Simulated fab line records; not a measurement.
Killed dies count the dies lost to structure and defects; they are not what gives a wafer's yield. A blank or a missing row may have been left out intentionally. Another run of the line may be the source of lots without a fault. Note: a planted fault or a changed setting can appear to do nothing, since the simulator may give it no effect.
Which tool was responsible? -- flow gf180mcu -- 12 lots (36 wafers sampled), 1 step of a 602-step route

== WHAT THE GAUGES SHOWED, per wafer ==
GF_VT_IMPLANT_TW_MEAS_10.
lot,measured,on,VT_IMPLANT_TW
L075,day 5 21:04,film metro-04,569 570 571
L077,day 6 14:12,film metro-02,574 574 575
L079,day 6 23:49,film metro-04,575 574 571
L081,day 7 11:47,film metro-04,568 570 570
L083,day 7 22:58,film metro-04,568 568 566
L085,day 8 11:13,film metro-02,575 575 577
L087,day 9 01:34,film metro-04,575 572 574
L089,day 9 11:58,film metro-02,574 572 571
L091,day 10 00:25,film metro-01,570 571 571
L093,day 10 12:35,film metro-04,572 572 575
L095,day 11 02:56,film metro-01,565 569 567
L097,day 11 16:33,film metro-02,571 577 574

== WHAT TOOL EACH LOT RAN ON (gives the tool, then ch and the chambers of the sampled wafers, and finally the start) ==
Record: no process step prior to these readings.

== THE ANSWER, worked out from the rows above alone ==
Rule: the usual values come from the lots themselves. Put in order of their means at a reading, lots are off if they are a third of the lots or fewer, leave a main group of 4 or more, and stand apart from it by a gap of 3 or more times the standard deviation of the main group's means; of several such gaps the widest counts. A main group is skipped when, at the precision printed for the reading in the tables above, its means are all equal. Also off: a lot with no number at a reading for which 4 or more lots have one. The other lots that the step has rows for count as sound.
None of the lots is off at any reading shown; this tells nothing.

== WHAT HAD BEEN PUT IN BY THE SIMULATOR ==
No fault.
